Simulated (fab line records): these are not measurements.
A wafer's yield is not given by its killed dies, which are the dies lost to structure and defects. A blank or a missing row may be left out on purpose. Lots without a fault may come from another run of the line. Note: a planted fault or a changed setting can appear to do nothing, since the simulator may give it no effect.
Code-filled problem report in 8D (eight disciplines) form || flow sfqLine || the parts of the form that need people (team, actions taken, sign-off) are left out

1. PROBLEM STATEMENT
Wafers without a fault read 0.685 a.u., standard deviation 0.0043; oesProductAu at SFQ_TRILAYER_M6_BARC_OPEN_METAL_ETCH_206 reads a mean of 0.766 a.u. on 4 wafers belonging to 2 lots. Relative to the usual mean, that is a shift of +19 standard deviations.
The step: etches BARC in O2, target depth 125 nm, time 41.7 s.
The first sign was on wafer L584.1 at day 76 09:06, on rieMetal-02. The record holds 42 wafers of 14 lots with a number at this step. Rule for "out", or "out of limits": more than 4 standard deviations from the usual mean. The other wafers with a number count as sound.

2. WHAT IT IS, WHAT IT ISN'T
{"question": "which readings at this step", "is": "oesProductAu, runLengthS", "is not": "drypumpMotorCurrentA"}
{"question": "which lots", "is": "L584, L587", "is not": "L580, L581, L582, L593, L594, L595, L598, L599, L600, L601, L602, L603"}
{"question": "which wafers of those lots", "is": "L584.1, L584.3, L587.1, L587.6", "is not": "L584.2, L587.2"}
{"question": "read on which tools", "is": "rieMetal-02", "is not": "rieMetal-03, rieMetal-04"}
{"question": "when", "is": "from day 76 09:06", "is not": "up to then (10 sound wafers); but 28 sound wafers of L587, L593, L594, L595, L598, L599, L600, L601, L602, L603 came after"}

3. THE SUSPECTS, EACH WITH WHAT RULES IT OUT
Counting: any tool at a process step up to the reading remains a suspect provided it ran every lot that is out. Sound lots after the first of them don't rule it out here, since some wafers of a struck lot are sound.
- rieMetal-02 at SFQ_TRILAYER_M6_BARC_OPEN_METAL_ETCH_206 (etches BARC in O2, target depth 125 nm, time 41.7 s): kept. Ran every lot that is out, first one L584 (day 76 09:06); last sound lot up to then L582 (day 76 04:19). Its own oesProductAu, runLengthS readings are out on those wafers.
The count leaves rieMetal-02 at SFQ_TRILAYER_M6_BARC_OPEN_METAL_ETCH_206.

4. THE CAUSE (what the simulator had put in)
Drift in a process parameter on rieMetal-02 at SFQ_TRILAYER_M6_BARC_OPEN_METAL_ETCH_206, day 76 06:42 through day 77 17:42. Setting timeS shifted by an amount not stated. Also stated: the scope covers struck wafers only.
This tool alone remained once counting was done.

5. SEQUENCE OF EFFECTS, ordered by route
Each row: a reading whose mean over the struck wafers that have a number lies more than 3 standard deviations from the usual. Only readings whose record carries a usual standard deviation are examined. hours: median over the lots of the time between each lot's start at the first step of this table that gives one and its start at this step. sigmas: the change, counted in usual standard deviations.
{"hours": 0, "step": "SFQ_TRILAYER_M6_BARC_OPEN_METAL_ETCH_206", "reading": "oesProductAu", "usual": "0.685 a.u.", "on struck wafers": 0.766, "change": "+0.081", "sigmas": "+19"}
{"hours": 0, "step": "SFQ_TRILAYER_M6_BARC_OPEN_METAL_ETCH_206", "reading": "runLengthS", "usual": "69.9 s", "on struck wafers": 64.1, "change": -5.8, "sigmas": -15}
Its process steps:
- SFQ_TRILAYER_M6_BARC_OPEN_METAL_ETCH_206: etches BARC in O2, target depth 125 nm, time 41.7 s.

6. HOW IT WOULD HAVE BEEN CAUGHT EARLIER
In this record no reading fell out of limits until day 76 09:06, 2 hours after the fault had begun at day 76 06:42.
